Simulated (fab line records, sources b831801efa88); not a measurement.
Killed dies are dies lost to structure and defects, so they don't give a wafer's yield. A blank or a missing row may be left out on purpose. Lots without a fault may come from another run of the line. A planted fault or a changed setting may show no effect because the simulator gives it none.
Which tool did it? | flow gf180mcu | 13 lots, 39 wafers sampled, at 5 steps of a route of 602

WHAT THE GAUGES READ, wafer by wafer
GF_CONTACT_RS_MEAS_25: measures by four-point-probe. Usual: CONTACT_W_RS 0.380 ohm/sq, standard deviation 0.0079.
lot  | measured     | on            | CONTACT_W_RS (ohm/sq) | flag
L781 | day 16 05:41 | film_metro-03 | 0.389 0.384 0.388     |
L782 | day 16 16:11 | film_metro-02 | 0.375 0.377 0.382     |
L783 | day 16 20:28 | film_metro-03 | 0.388 0.385 0.365     |
L785 | day 17 15:02 | film_metro-01 | 0.387 0.386 0.383     |
L789 | day 18 23:46 | film_metro-02 | 0.386 0.382 0.381     |
L790 | day 19 09:35 | film_metro-03 | 0.385 0.386 0.383     |
L791 | day 20 01:43 | film_metro-01 | 0.387 0.383 0.385     |
L792 | day 20 05:43 | film_metro-03 | 0.376 0.361 0.376     |
L793 | day 20 16:47 | film_metro-03 | 0.386 0.388 0.390     |
L794 | day 20 22:30 | film_metro-03 | 0.369 0.387 0.375     |
L799 | day 23 04:48 | film_metro-03 | 0.382 0.363 0.365     |
L800 | day 23 13:11 | film_metro-02 | 0.382 0.367 0.383     |
L803 | day 24 10:50 | film_metro-02 | 0.384 0.365 0.385     |

WHICH TOOL RAN EACH LOT (tool, then ch and the chambers of the sampled wafers, then the start)
lot  | GF_SALICIDE_SPUTTER_03       | GF_CONTACT_CMP_04             | GF_CONTACT_ETCH_17                            | GF_CONTACT_STRIP_18
L781 | pvd_sputter-04, day 15 06:17 | cmp-02 ch 0,1, day 15 07:01   | rie_diel-02 ch 0,1, day 16 05:10 or earlier   | plasma_asher-02 ch 0,1, day 16 05:10
L782 | pvd_sputter-01, day 15 15:58 | cmp-01 ch 0,1,2, day 15 17:04 | rie_diel-02 ch 0,1,2, day 16 15:40 or earlier | plasma_asher-03 ch 0,1, day 16 15:40
L783 | pvd_sputter-04, day 15 20:47 | cmp-01 ch 0,1,3, day 15 21:43 | rie_diel-02 ch 0,1,2, day 16 19:58 or earlier | plasma_asher-02 ch 0,1, day 16 19:58
L785 | pvd_sputter-02, day 16 14:25 | cmp-01 ch 0,1,3, day 16 15:13 | rie_diel-02 ch 1,3, day 17 14:31 or earlier   | plasma_asher-02 ch 1, day 17 14:31
L789 | pvd_sputter-04, day 17 21:55 | cmp-02 ch 1,3, day 17 22:52   | rie_diel-02 ch 0,2, day 18 23:16 or earlier   | plasma_asher-03 ch 0, day 18 23:16
L790 | pvd_sputter-02, day 18 07:41 | cmp-02 ch 0,1,3, day 18 08:26 | rie_diel-01 ch 1,2,3, day 19 09:02 or earlier | plasma_asher-04 ch 0,1, day 19 09:02
L791 | pvd_sputter-02, day 18 23:14 | cmp-01 ch 2,3, day 19 00:16   | rie_diel-01 ch 0,1,2, day 20 01:12 or earlier | plasma_asher-02 ch 0,1, day 20 01:12
L792 | pvd_sputter-01, day 19 03:49 | cmp-01 ch 1,3, day 19 04:38   | rie_diel-01 ch 0,3, day 20 05:13 or earlier   | plasma_asher-04 ch 0,1, day 20 05:13
L793 | pvd_sputter-04, day 19 14:05 | cmp-02 ch 0,2, day 19 14:54   | rie_diel-01 ch 2,3, day 20 16:16 or earlier   | plasma_asher-03 ch 0, day 20 16:16
L794 | pvd_sputter-02, day 19 20:31 | cmp-01 ch 0,1,2, day 19 21:17 | rie_diel-04 ch 0,2,3, day 20 22:00 or earlier | plasma_asher-04 ch 0,1, day 20 22:00
L799 | pvd_sputter-01, day 22 03:54 | cmp-02 ch 2,3, day 22 04:41   | rie_diel-02 ch 0,2,3, day 23 04:16 or earlier | plasma_asher-02 ch 0,1, day 23 04:16
L800 | pvd_sputter-02, day 22 12:15 | cmp-02 ch 0,3, day 22 12:59   | rie_diel-01 ch 0,1,3, day 23 12:40 or earlier | plasma_asher-04 ch 0,1, day 23 12:40
L803 | pvd_sputter-02, day 23 11:00 | cmp-02 ch 0,2, day 23 11:50   | rie_diel-04 ch 0,1,3, day 24 10:19 or earlier | plasma_asher-03 ch 0,1, day 24 10:19
- GF_SALICIDE_SPUTTER_03: material TiN, target thk 20 nm, time 16.7 s.
- GF_CONTACT_CMP_04: polishes SiO2.
- GF_CONTACT_ETCH_17: etches SiO2 in C4F8/O2/Ar, stops on CoSi2, target depth 860 nm.
- GF_CONTACT_STRIP_18: strips in O2/N2.

WHAT THE TOOLS THEMSELVES READ (means of the sampled wafers that have a number; where no wafer has one, the mark that the record gives instead)
GF_SALICIDE_SPUTTER_03. Usual: throttle_valve_pct 30.5 %, standard deviation 1.1.
lot  | tool           | throttle_valve_pct (%) | flag
L781 | pvd_sputter-04 | 30.9                   |
L782 | pvd_sputter-01 | 30.8                   |
L783 | pvd_sputter-04 | 31.3                   |
L785 | pvd_sputter-02 | 30.3                   |
L789 | pvd_sputter-04 | 31.2                   |
L790 | pvd_sputter-02 | 30.0                   |
L791 | pvd_sputter-02 | 30.2                   |
L792 | pvd_sputter-01 | 29.9                   |
L793 | pvd_sputter-04 | 30.6                   |
L794 | pvd_sputter-02 | 30.3                   |
L799 | pvd_sputter-01 | 29.4                   |
L800 | pvd_sputter-02 | 29.9                   |
L803 | pvd_sputter-02 | 30.3                   |

GF_CONTACT_CMP_04. Usual: motor_current_A 11.4 A, standard deviation 1.5; time_to_endpoint_s 111 s, standard deviation 7.3.
lot  | tool   | motor_current_A (A) | time_to_endpoint_s (s) | flag
L781 | cmp-02 | 12.9                | 107                    |
L782 | cmp-01 | 10.8                | 108                    |
L783 | cmp-01 | 10.9                | 113                    |
L785 | cmp-01 | 10.9                | 110                    |
L789 | cmp-02 | 12.1                | 106                    |
L790 | cmp-02 | 12.9                | 110                    |
L791 | cmp-01 | 10.2                | 97                     |
L792 | cmp-01 | 10.1                | 101                    |
L793 | cmp-02 | 12.7                | 114                    |
L794 | cmp-01 | 10.9                | 114                    |
L799 | cmp-02 | 10.2                | 117                    |
L800 | cmp-02 | 11.9                | 109                    |
L803 | cmp-02 | 10.9                | 124                    |

GF_CONTACT_ETCH_17. Usual: oes_product_au 0.814 a.u., standard deviation 0.0053.
lot  | tool        | oes_product_au (a.u.) | flag
L781 | rie_diel-02 | 0.817                 |
L782 | rie_diel-02 | 0.817                 |
L783 | rie_diel-02 | 0.813                 |
L785 | rie_diel-02 | 0.816                 |
L789 | rie_diel-02 | 0.815                 |
L790 | rie_diel-01 | 0.814                 |
L791 | rie_diel-01 | 0.810                 |
L792 | rie_diel-01 | 0.811                 |
L793 | rie_diel-01 | 0.819                 |
L794 | rie_diel-04 | 0.806                 |
L799 | rie_diel-02 | 0.818                 |
L800 | rie_diel-01 | 0.818                 |
L803 | rie_diel-04 | 0.810                 |

GF_CONTACT_STRIP_18. Usual: drypump_motor_current_A 6.2 A, standard deviation 0.3; heater_power_w 333 W, standard deviation 27; oes_product_au 0.580 a.u., standard deviation 0.0059.
lot  | tool            | drypump_motor_current_A (A) | heater_power_w (W) | oes_product_au (a.u.) | flag
L781 | plasma_asher-02 | 6.4                         | 353                | 0.579                 |
L782 | plasma_asher-03 | 5.9                         | 331                | 0.578                 |
L783 | plasma_asher-02 | 6.4                         | 325                | 0.586                 |
L785 | plasma_asher-02 | 6.4                         | 374                | 0.581                 |
L789 | plasma_asher-03 | 6.0                         | 323                | 0.583                 |
L790 | plasma_asher-04 | 6.5                         | 321                | 0.578                 |
L791 | plasma_asher-02 | 6.4                         | 342                | 0.577                 |
L792 | plasma_asher-04 | 6.4                         | 306                | 0.578                 |
L793 | plasma_asher-03 | 6.0                         | 322                | 0.575                 |
L794 | plasma_asher-04 | 6.6                         | 318                | 0.583                 |
L799 | plasma_asher-02 | 6.4                         | 340                | 0.578                 |
L800 | plasma_asher-04 | 6.6                         | 323                | 0.576                 |
L803 | plasma_asher-03 | 5.8                         | 358                | 0.585                 |

THE ANSWER, worked out from the rows above alone
Rule: a lot is off if the mean of its wafers that have a number lies more than 3 standard deviations from the usual mean. A lot without any number at a reading at which 4 lots or more have one is off too. The other lots that the step has rows for count as sound. The gauges are gone through in route order, then the tools' own readings, and for those a lot's mean is taken as printed above. The first step at which some lot is off is used, and at that step the reading that is off furthest; a lot without a number counts as furthest.
No lot is off at any reading shown: from this, nothing can be told.

WHAT THE SIMULATOR HAD PUT IN
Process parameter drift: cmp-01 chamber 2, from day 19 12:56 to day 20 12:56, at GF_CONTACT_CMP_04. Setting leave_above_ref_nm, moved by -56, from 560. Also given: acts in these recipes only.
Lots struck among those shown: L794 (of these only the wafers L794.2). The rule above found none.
